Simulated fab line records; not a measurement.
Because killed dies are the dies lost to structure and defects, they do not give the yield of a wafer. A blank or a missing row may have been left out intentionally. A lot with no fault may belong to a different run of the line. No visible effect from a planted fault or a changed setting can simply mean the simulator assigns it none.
Chamber matching    flow sky130    SKY_LI_CONTACT_ETCH_15 on rie diel-02: 4 sister chambers
The step etches PSG in C4F8/O2/Ar, stops on Si, target depth 600 nm. 7 wafers are shown with their chamber, then 7 later ones without.

## WAFERS WITH THEIR CHAMBER
wafer   chamber  oes product au (a.u.)
L985.5  2        0.838
L989.2  3        0.837
L989.4  3        0.835
L991.3  0        0.845
L991.4  1        0.839
L992.1  1        0.840
L992.4  0        0.841

## WAFERS WHOSE CHAMBER IS MISSING
wafer   oes product au (a.u.)
L992.6  0.824
L104.2  0.831
L104.4  0.834
L104.5  0.836
L105.2  0.837
L105.4  0.840
L105.5  0.835

## WHICH CHAMBER EACH ONE RAN IN
wafer   from the rows above                in truth
L992.6  can't be placed: 3 or 2 or 1       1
L104.2  can't be placed: 3 or 2 or 1       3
L104.4  can't be placed: 3 or 2 or 1       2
L104.5  can't be placed: 3 or 2 or 1       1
L105.2  can't be placed: 2 or 3 or 1       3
L105.4  can't be placed: 1 or 2 or 0 or 3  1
L105.5  can't be placed: 3 or 2 or 1       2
Correct placement for 0 of the 7. These rows do not allow placing 7 (true chamber among the candidates in 7). 0 placed wrongly.
How it was worked out, from the rows above alone: a wafer's distance from a chamber is the root of the sum, over the readings, of the square of ((its reading less the chamber's mean) divided by the reading's scatter). The wafer belongs to the nearest chamber; if the next one is less than 2 further off, it can't be placed. For every chamber, the mean is computed from those of its wafers that are shown. The scatter is the square root of a quotient: the sum, over the shown wafers, of each reading's squared deviation from its chamber's mean, divided by wafers minus chambers.
